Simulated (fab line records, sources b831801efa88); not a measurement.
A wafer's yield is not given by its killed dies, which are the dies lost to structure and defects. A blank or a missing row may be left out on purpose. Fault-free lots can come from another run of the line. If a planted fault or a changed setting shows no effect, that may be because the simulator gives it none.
Lot-split experiment -- flow sky130 -- on a route of 708 steps: 5 lots, 23 wafers read

== ON THE SPLIT ==
At SKY_VIA1_CMP_02 (polishes SiO2), the setting leave above ref nm was moved away from the recipe's 345 nm on 9 of the 23 wafers read, by -7.0% to +3.1%. The other wafers ran this setting at the recipe's value.

== FROM THE SPLIT TO THE READING: what the file shows between them, 2 steps ==
- SKY_VIA1_DEVELOP_11: develop time 60 s (also split here: dev temp c)
- SKY_VIA1_ETCH_14: etches BARC in N2/H2, stops on SiO2, time 45.9 s, target depth 60 nm

== THE READING ==
oes product au, in a.u., at SKY_VIA1_ETCH_15 (etches SiO2 in C4F8/O2/Ar, stops on TiN, target depth 351 nm, time 54 s). On this fab line, fault-free wafers typically give 0.981 a.u. with a standard deviation of 0.007 a.u.

wafer,"tool, chamber at the split","leave above ref nm as run, nm",against the recipe,"oes product au, a.u.",against lot-mates on the recipe
L076.2,"cmp-01, 2,3",345,recipe,0.984,-
L076.3,"cmp-01, 2,3",345,recipe,0.988,-
L076.4,"cmp-01, 1",345,recipe,0.988,-
L076.5,"cmp-01, 0",345,recipe,0.992,-
L076.6,"cmp-01, 1",345,recipe,0.981,-
L080.1,"cmp-01, 0",355.7,+3.1%,0.992,+0.012
L080.3,"cmp-01, 2",355.7,+3.1%,0.991,+0.011
L080.4,"cmp-01, 1",355.7,+3.1%,1.000,+0.020
L080.5,"cmp-01, 0",345,recipe,0.980,-
L080.6,"cmp-01, 3",345,recipe,0.981,-
L081.1,"cmp-02, 2",321,-7.0%,0.951,-0.033
L081.2,"cmp-02, 0,3",345,recipe,0.978,-
L081.3,"cmp-02, 0,3",345,recipe,0.989,-
L081.4,"cmp-02, 1",321,-7.0%,0.944,-0.040
L081.6,"cmp-02, 1",321,-7.0%,0.953,-0.031
L082.1,"cmp-02, 0",323.2,-6.3%,0.950,-0.031
L082.2,"cmp-02, 3",345,recipe,0.982,-
L082.4,"cmp-02, 1",323.2,-6.3%,0.950,-0.031
L082.5,"cmp-02, 1",323.2,-6.3%,0.944,-0.037
L082.6,"cmp-02, 2",345,recipe,0.980,-
L084.3,"cmp-02, 1",345,recipe,0.984,-
L084.5,"cmp-02, 3",345,recipe,0.959,-
L084.6,"cmp-02, 2",345,recipe,0.987,-
The file does not say which wafer passed through which chamber wherever a row lists several chambers: such a row stands for several wafers.

FIT RESULTS
A straight line over all 23 wafers: oes product au changes by +0.00486 a.u. for each +1% of leave above ref nm; r = +0.93; the points scatter about the line by 0.0068 a.u.
The same after taking each lot's own level away (the mean of its wafers on the recipe; 23 wafers): +0.00495 a.u. for each +1%; r = +0.95; scatter 0.0059 a.u.
On that fit, the largest move of leave above ref nm shifts the reading by 0.034 a.u.
From 0.9767 to 0.9866 a.u.: that is the span of the lots' own levels, equal to 1.4 times the standard deviation above.
Consequently the slope shifts little with the lot-to-lot level, the two slopes agreeing.
Check: for one of the wafers moved furthest among these (-7.0%), held out of the fit, the line's prediction against its lot-mates is -0.0353 a.u. It came out at -0.0325 a.u. against them.

== OTHER SPLITS ON THESE WAFERS ==
Note: prior to the reading, these wafers also went through further splits. Each is held against what the fit with the lots' levels taken away leaves over:
other split on the same wafers,wafers away from the commonest value,r with oes product au (lot level and that fit taken away)
SKY_LOCAL_INTERCONNECT_SPUTTER_00 power w,5,+0.12
SKY_LOCAL_INTERCONNECT_SOFTBAKE_07 time s,7,-0.14
SKY_LOCAL_INTERCONNECT_STRIP_15 pressure mtorr,18,+0.08
SKY_CONTACT_HDPCVD_02 time s,6,-0.10
SKY_METAL1_SPUTTER_00 time s,9,+0.05
SKY_METAL1_EXPOSE_12 dose mj,7,-0.16
SKY_METAL1_METAL_ETCH_19 icp w,5,+0.15
SKY_VIA1_DEVELOP_11 dev temp c,10,-0.02

== THE WHOLE CHAIN: every reading that the file lists as answering this split, in the file's order ==
step,what it does,reading,change (the file's fit),r (the file's)
SKY_VIA1_CMP_02,polishes SiO2,"SiO2_of_VIA1_HDPCVD_00.thk nm (the simulator's own value, which no gauge read)",+3.45 nm for each +1% of the setting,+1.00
SKY_VIA1_ETCH_15,"etches SiO2 in C4F8/O2/Ar, stops on TiN, target depth 351 nm, time 54 s",oes product au,+0.00501 a.u. for each +1% of the setting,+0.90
SKY_VIA1_ETCH_15,"etches SiO2 in C4F8/O2/Ar, stops on TiN, target depth 351 nm, time 54 s","VIA1.feature depth nm (the simulator's own value, which no gauge read)",+3.38 nm for each +1% of the setting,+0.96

== FILE'S OWN FIT ==
oes product au changes by +0.00501 a.u. for each +1% of leave above ref nm, r = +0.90.
